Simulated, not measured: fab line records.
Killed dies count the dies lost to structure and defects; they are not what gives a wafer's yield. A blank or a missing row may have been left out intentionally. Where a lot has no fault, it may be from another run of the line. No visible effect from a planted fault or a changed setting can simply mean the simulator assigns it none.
Which tool did it? + flow gf180mcu + 12 lots, 36 wafers sampled, at 2 steps of a route of 602

## WHAT THE GAUGES READ, wafer by wafer
GF_V3_RS_MEAS_24: a four-point-probe measurement. Usual: V3_W_RS typically reads 0.326 ohm/sq, with standard deviation 0.0046.
| lot  | measured     | on            | V3_W_RS (ohm/sq)  | flag |
|------|--------------|---------------|-------------------|------|
| L367 | day 23 03:22 | film_metro-01 | 0.318 0.323 0.321 |      |
| L368 | day 23 09:34 | film_metro-02 | 0.324 0.332 0.321 |      |
| L369 | day 23 17:45 | film_metro-03 | 0.321 0.331 0.322 |      |
| L372 | day 24 12:19 | film_metro-03 | 0.321 0.324 0.320 |      |
| L373 | day 24 23:58 | film_metro-01 | 0.322 0.328 0.325 |      |
| L376 | day 25 22:02 | film_metro-01 | 0.329 0.328 0.323 |      |
| L378 | day 26 13:20 | film_metro-02 | 0.332 0.335 0.325 |      |
| L379 | day 27 01:17 | film_metro-02 | 0.326 0.327 0.327 |      |
| L380 | day 27 05:09 | film_metro-01 | 0.321 0.316 0.332 |      |
| L387 | day 29 05:16 | film_metro-03 | 0.326 0.324 0.324 |      |
| L388 | day 29 13:15 | film_metro-02 | 0.325 0.321 0.326 |      |
| L389 | day 29 15:17 | film_metro-02 | 0.324 0.334 0.324 |      |

## WHICH TOOL RAN EACH LOT (tool, then ch and the chambers of the sampled wafers, then the start)
| lot  | GF_V3_ETCH_16                      |
|------|------------------------------------|
| L367 | rie_diel-03 ch 0,2,3, day 23 02:29 |
| L368 | rie_diel-01 ch 0,1,3, day 23 08:39 |
| L369 | rie_diel-03 ch 0,1, day 23 16:53   |
| L372 | rie_diel-01 ch 1,3, day 24 11:24   |
| L373 | rie_diel-03 ch 0,1,2, day 24 23:03 |
| L376 | rie_diel-01 ch 0,1, day 25 21:08   |
| L378 | rie_diel-04 ch 0,2,3, day 26 12:27 |
| L379 | rie_diel-04 ch 2,3, day 27 00:24   |
| L380 | rie_diel-01 ch 0,1,3, day 27 04:16 |
| L387 | rie_diel-01 ch 0,1,3, day 29 04:22 |
| L388 | rie_diel-01 ch 1,3, day 29 12:18   |
| L389 | rie_diel-03 ch 1,2, day 29 14:24   |
- GF_V3_ETCH_16: etches BARC in N2/H2.

## WHAT THE TOOLS THEMSELVES READ (means of the sampled wafers that have a number; where no wafer has one, the mark that the record gives instead)
GF_V3_ETCH_16. Usual: drypump_motor_current_A 5.7 A, standard deviation 0.51; n2_flow_sccm 100.01 sccm, standard deviation 0.29; oes_product_au 0.855 a.u., standard deviation 0.0046; throttle_valve_pct 13.226 %, standard deviation 0.009.
| lot  | tool        | drypump_motor_current_A (A) | n2_flow_sccm (sccm) | oes_product_au (a.u.) | throttle_valve_pct (%) | flag |
|------|-------------|-----------------------------|---------------------|-----------------------|------------------------|------|
| L367 | rie_diel-03 | 5.6                         | 99.71               | 0.856                 | 13.226                 |      |
| L368 | rie_diel-01 | 5.6                         | 99.88               | 0.861                 | 13.228                 |      |
| L369 | rie_diel-03 | 6.2                         | 100.12              | 0.854                 | 13.228                 |      |
| L372 | rie_diel-01 | 5.3                         | 100.15              | 0.859                 | 13.230                 |      |
| L373 | rie_diel-03 | 6.2                         | 99.85               | 0.857                 | 13.232                 |      |
| L376 | rie_diel-01 | 5.5                         | 99.87               | 0.853                 | 13.216                 |      |
| L378 | rie_diel-04 | 5.9                         | 100.25              | 0.856                 | 13.230                 |      |
| L379 | rie_diel-04 | 5.8                         | 100.20              | 0.860                 | 13.230                 |      |
| L380 | rie_diel-01 | 5.6                         | 99.98               | 0.852                 | 13.229                 |      |
| L387 | rie_diel-01 | 5.6                         | 99.87               | 0.855                 | 13.224                 |      |
| L388 | rie_diel-01 | 5.3                         | 100.01              | 0.851                 | 13.220                 |      |
| L389 | rie_diel-03 | 6.1                         | 100.14              | 0.850                 | 13.222                 |      |

## THE ANSWER, worked out from the rows above alone
Rule: a lot counts as off when the mean over its wafers that have a number is more than 3 standard deviations away from the usual mean. A lot without any number at a reading at which 4 lots or more have one is off too. All remaining lots with rows at the step are treated as sound. Order of review: gauges by route order, followed by the tools' own readings, for which a lot's mean as printed above is used. At the first step where some lot is off, the reading lying furthest off is the one used; lots without a number count as furthest.
No lot is off on any of the readings shown, so nothing can be concluded from this.

## WHAT THE SIMULATOR PUT IN
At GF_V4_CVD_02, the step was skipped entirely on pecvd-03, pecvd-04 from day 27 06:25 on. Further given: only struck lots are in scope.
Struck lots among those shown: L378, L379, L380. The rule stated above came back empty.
